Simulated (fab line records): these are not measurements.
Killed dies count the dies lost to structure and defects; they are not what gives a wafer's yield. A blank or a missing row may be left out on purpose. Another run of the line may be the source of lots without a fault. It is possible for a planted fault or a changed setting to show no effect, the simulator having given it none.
2 desks, one fault + flow gf180mcu + only its own numbers are on each desk; what lay behind them is given at the end

AT THE TOOL OWNER'S DESK: litho-track-01
The tool's own readings at GF_NSD_DEVELOP_06 (develop time 60 s): means of the sampled wafers that have a number, for each lot that ran on this tool. Marked OUT: a lot whose mean sits more than 4 standard deviations from the usual mean, which makes it out of limits; the brackets give that distance.
Columns: A = developer-temp-C at GF_NSD_DEVELOP_06, usual 23.02 C
| lot  | first seen here | A     |
|------|-----------------|-------|
| L828 | day 14 10:51    | 23.11 |
| L831 | day 15 07:32    | 23.00 |
| L835 | day 16 19:57    | 22.96 |
| L842 | day 19 06:12    | 23.17 |
| L845 | day 20 03:35    | 22.98 |
| L846 | day 20 14:36    | 22.97 |
Finding of this desk: none of the 6 lots has anything out of limits.

FROM THE METROLOGY DESK
Lot by lot, what the gauges showed, no matter which tool ran the lot: averages of those sampled wafers that carry a number. Marked OUT: a lot whose mean sits more than 4 standard deviations from the usual mean, which makes it out of limits; the brackets give that distance.
Columns: A = cd-nm at GF_NSD_CD_MEAS_07, usual 400.2 nm; B = M1_ALCU_RS at GF_M1_RS_MEAS_05, usual 0.0696 ohm/sq
| lot  | first seen here | A     | B      |
|------|-----------------|-------|--------|
| L825 | day 13 06:03    | 398.2 | 0.0695 |
| L826 | day 13 15:07    | 399.6 | 0.0703 |
| L827 | day 13 23:16    | 399.7 | 0.0684 |
| L828 | day 14 11:00    | 399.6 | 0.0697 |
| L831 | day 15 07:40    | 406.6 | 0.0696 |
| L834 | day 16 09:19    | 400.5 | 0.0711 |
| L835 | day 16 20:06    | 406.7 | 0.0697 |
| L840 | day 18 12:18    | 400.0 | 0.0692 |
| L842 | day 19 06:20    | 399.9 | 0.0691 |
| L843 | day 19 19:31    | 402.8 | 0.0695 |
| L845 | day 20 03:43    | 399.9 | 0.0695 |
| L846 | day 20 14:45    | 400.3 | 0.0700 |
| L848 | day 21 06:05    | 402.4 | 0.0711 |
Finding of this desk: none of the 13 lots has anything out of limits.

PUT TOGETHER
The desk of the tool owner found nothing out of limits.
At the metrology desk, nothing out of limits was observed.

WHAT THE SIMULATOR HAD PUT IN
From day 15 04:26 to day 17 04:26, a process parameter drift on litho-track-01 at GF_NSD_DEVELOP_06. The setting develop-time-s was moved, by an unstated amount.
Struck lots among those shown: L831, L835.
